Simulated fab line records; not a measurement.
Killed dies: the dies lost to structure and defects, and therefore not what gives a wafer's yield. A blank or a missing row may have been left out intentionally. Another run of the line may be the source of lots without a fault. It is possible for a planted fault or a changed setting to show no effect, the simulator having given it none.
Problem report in the 8D (eight disciplines) form, filled by code    flow sky130    the parts of the form that need people (team, actions taken, sign-off) are left out

## 1. PROBLEM STATEMENT
Mean of run_length_s at SKY_GATE_OXIDE_CLEAN_00: 56 s across 6 wafers in 2 lots; on wafers with no fault it is 178 s (standard deviation 3.6). That puts it -34 standard deviations away from the usual mean.
The step: cleans in SC1/SC2, time 150 s.
Earliest sighting: wafer L912.1 on wet_bench-02 at day 15 09:38. Wafers with a number at this step in the record: 18, from 6 lots. The rule behind "out" and "out of limits": a value lying over 4 standard deviations away from the usual mean. The other wafers with a number count as sound.

## 2. WHAT IT IS, AND WHAT IT ISN'T
question                     is                      is not
which readings at this step  run_length_s            temp_c
which lots                   L912, L913              L907, L908, L911, L924
which wafers of those lots   all that have a number  -
read on which tools          wet_bench-02            wet_bench-01, wet_bench-04
when                         from day 15 09:38       up to then (9 sound wafers); but 3 sound wafers of L924 came after

## 3. SUSPECTS, AND WHAT RULES EACH OUT
Counting: a tool at any process step up to the reading remains a suspect when it ran all the lots that are out and ran no sound lot after the first of those.
- rie_diel-01 at SKY_SONOS_ONO_ETCH_15 (etches the open film in CHF3/O2, target depth 19.52 nm, time 7.8 s): kept. All lots that are out passed through it, beginning with L912 at day 15 09:22, and no sound lot followed; its final sound lot before that point was L911 at day 15 03:37.
- wet_bench-02 at SKY_GATE_OXIDE_CLEAN_00 (cleans in SC1/SC2, time 150 s): kept. All lots that are out passed through it, beginning with L912 at day 15 09:38, and no sound lot followed; its final sound lot before that point was L907 at day 13 17:02. Its own run_length_s readings are out on those wafers.
What counting leaves: rie_diel-01 at SKY_SONOS_ONO_ETCH_15 and wet_bench-02 at SKY_GATE_OXIDE_CLEAN_00.

## 4. THE CAUSE (what the simulator had put in)
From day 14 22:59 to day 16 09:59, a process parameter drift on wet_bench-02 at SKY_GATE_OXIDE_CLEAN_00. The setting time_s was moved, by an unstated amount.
Counting leaves 2 suspects; this tool is one of them.

## 5. SEQUENCE OF EFFECTS, ordered by route
Each row: a reading whose mean over the struck wafers that have a number lies more than 3 standard deviations from the usual. Only readings whose record carries a usual standard deviation are examined. hours: median over the lots of the time between each lot's start at the first step of this table that gives one and its start at this step. sigmas: the change, counted in usual standard deviations.
hours  step                     reading       usual  on struck wafers  change  sigmas
0      SKY_GATE_OXIDE_CLEAN_00  run_length_s  178 s  56                -122    -34
It contains these process steps:
- SKY_GATE_OXIDE_CLEAN_00: cleans in SC1/SC2, time 150 s.
At these later measuring or inspecting steps, every struck wafer for which the step has a row has a number for every such reading, and none has moved that far: SKY_GATE_OXIDE_THK_MEAS_02, SKY_GATE_OXIDE_OVL_MEAS_10, SKY_GATE_OXIDE_TW_MEAS_14.

## 6. WHAT WOULD HAVE CAUGHT IT SOONER
First out-of-limits reading in this record: day 15 09:38, which is 11 hours after fault onset at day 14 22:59.
